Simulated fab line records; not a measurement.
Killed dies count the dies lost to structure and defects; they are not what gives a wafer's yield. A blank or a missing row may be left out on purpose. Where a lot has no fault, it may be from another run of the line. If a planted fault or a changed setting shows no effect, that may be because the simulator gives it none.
One fault seen from 2 desks + flow gf180mcu + only its own numbers are on each desk; what lay behind them is given at the end

## FROM THE METROLOGY DESK
What the gauges read for every lot (on any tool): the sampled wafers with a number, averaged. Any lot whose mean is over 4 standard deviations away from the usual mean is out of limits and marked OUT; that distance is given in the brackets.
Columns: A = NSD_RS at GF_PSD_RS_MEAS_14, usual 46.08 ohm/sq; B = PSD_RS at GF_PSD_RS_MEAS_15, usual 108.43 ohm/sq
| lot  | first seen here | A     | B      |
|------|-----------------|-------|--------|
| L540 | day 14 08:07    | 46.09 | 108.46 |
| L542 | day 14 19:57    | 46.08 | 108.26 |
| L545 | day 15 19:02    | -     | 108.54 |
| L546 | day 16 08:18    | -     | 108.38 |
| L547 | day 16 17:19    | 46.13 | 108.52 |
| L549 | day 17 23:32    | 46.06 | 108.57 |
| L555 | day 19 18:32    | 46.01 | 108.23 |
| L556 | day 20 05:56    | 46.00 | 108.51 |
| L557 | day 20 09:43    | 46.03 | 108.30 |
| L558 | day 20 14:44    | 46.08 | 108.31 |
| L561 | day 21 13:39    | 46.16 | 108.84 |
| L562 | day 21 20:11    | 46.09 | 108.42 |
This desk's finding: nothing out of limits on any of the 12 lots.

## FOR THE TOOL OWNER'S DESK: implanter-04
For each lot that ran on this tool, the mean over its sampled wafers that have a number, from the tool's own readings at GF_NSD_IMPLANT_09. Any lot whose mean is over 4 standard deviations away from the usual mean is out of limits and marked OUT; that distance is given in the brackets.
Columns: A = tilt deg at GF_NSD_IMPLANT_09, usual 6.999 degrees
| lot  | first seen here | A                       |
|------|-----------------|-------------------------|
| L542 | day 13 22:17    | 7.013                   |
| L545 | day 14 20:45    | 4.561 (-99 or more) OUT |
| L546 | day 15 08:46    | 4.566 (-99 or more) OUT |
| L561 | day 20 12:42    | 6.985                   |
This desk's verdict: out of limits on L545, L546, starting with L545 at day 14 20:45 (tilt deg at GF_NSD_IMPLANT_09). Within limits: L542, L561.

## TAKEN TOGETHER
An alarm could have come from the tool owner's desk at day 14 20:45, on L545, L546.
From the metrology desk's view, nothing was out of limits.
The metrology desk has L545, L546 on record, within its limits.
GF_NSD_IMPLANT_09 was run on implanter-04 by each of the lots named.

## WHAT WAS PUT IN BY THE SIMULATOR
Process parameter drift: implanter-04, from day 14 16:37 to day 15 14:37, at GF_NSD_IMPLANT_09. From 7, the setting tilt deg moved by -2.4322. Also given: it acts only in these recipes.
Lots struck among those shown: L545, L546.
Each desk's first reading out of limits, in hours after the fault started: the tool owner's desk, 4.
